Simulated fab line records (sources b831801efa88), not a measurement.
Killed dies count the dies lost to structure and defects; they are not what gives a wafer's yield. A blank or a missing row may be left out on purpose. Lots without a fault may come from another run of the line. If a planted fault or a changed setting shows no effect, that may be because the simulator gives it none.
Problem report, 8D (eight disciplines) form, completed by code | flow sky130 | the parts of the form that need people (team, actions taken, sign-off) are left out

## 1. THE ISSUE
Across 6 wafers from 2 lots, GATE_OXIDE_TW at SKY_GATE_OXIDE_TW_MEAS_14 averages 196.6, while fault-free wafers read 223.1 with a standard deviation of 1. That puts it -26 standard deviations away from the usual mean.
The first sign was on wafer L394.1 at day 17 06:03, on film_metro-02. The record has a number at this step for 39 wafers belonging to 13 lots. Rule for "out" (also "out of limits"): further than 4 standard deviations from the usual mean. The rest of the wafers with a number are treated as sound.

## 2. WHAT IT IS AND WHAT IT IS NOT
question                    | is                           | is not
which readings at this step | GATE_OXIDE_TW                | -
which lots                  | L393, L394                   | L384, L386, L387, L388, L389, L390, L402, L403, L404, L405, L407
which wafers of those lots  | all that have a number       | -
read on which gauges        | film_metro-01, film_metro-02 | film_metro-03
when                        | from day 17 06:03            | up to then (18 sound wafers); but 15 sound wafers of L402, L403, L404, L405, L407 came after

## 3. THE SUSPECTS, EACH WITH WHAT RULES IT OUT
Counting: a tool stays on the suspect list if, at a process step up to the reading, it processed all lots that are out and no sound lot following the first of them.
- the gauge at SKY_GATE_OXIDE_TW_MEAS_14 is ruled out. 2 gauges (film_metro-01, film_metro-02) read the wafers that are out.
- implanter-04 at SKY_GATE_OXIDE_IMPLANT_11: ruled out as a lasting fault. The sound lots L403, L407 went through it after L394, its earliest lot that is out (day 17 05:42).
Left after counting: nothing in the record.

## 4. THE CAUSE (what the simulator had put in)
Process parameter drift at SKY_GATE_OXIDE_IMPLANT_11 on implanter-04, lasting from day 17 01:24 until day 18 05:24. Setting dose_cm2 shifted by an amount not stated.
The count ruled it out by mistake, since the rule takes a fault to strike every lot its tool runs from the start of the fault on, and this one did not do so.

## 5. SEQUENCE OF EFFECTS, ordered by route
One row per reading whose mean, taken over the struck wafers that have a number, lies over 3 standard deviations from the usual. Readings are gone through only where the record gives a usual standard deviation; hours: the median, over the lots, of the time from a lot's start at the first step in this table giving one to that lot's start at this step; sigmas: the change measured in usual standard deviations.
hours | step                      | reading            | usual      | on struck wafers | change      | sigmas
0     | SKY_GATE_OXIDE_IMPLANT_11 | dose_ions_cm2      | 2.5999e+12 | 1.6240e+12       | -9.7593e+11 | -99 or more
0     | SKY_GATE_OXIDE_IMPLANT_11 | faraday_current_uA | 14.59      | 9.09             | -5.50       | -20
0     | SKY_GATE_OXIDE_TW_MEAS_14 | GATE_OXIDE_TW      | 223.1      | 196.6            | -26.5       | -26
Its process steps:
- SKY_GATE_OXIDE_IMPLANT_11
At these later measuring or inspecting steps, every struck wafer for which the step has a row has a number for every such reading, and none has moved that far: SKY_POLY_GATE_THK_MEAS_01.

## 6. HOW IT WOULD HAVE BEEN CAUGHT EARLIER
The first out-of-limits reading at a measuring or inspecting step in this record came at day 17 06:03, 5 hours after the fault's start at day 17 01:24.
The tool's own readings at SKY_GATE_OXIDE_IMPLANT_11 were out on every struck wafer that the step has a row for (dose_ions_cm2, faraday_current_uA): an alarm limit on them would have fired on the first of those.
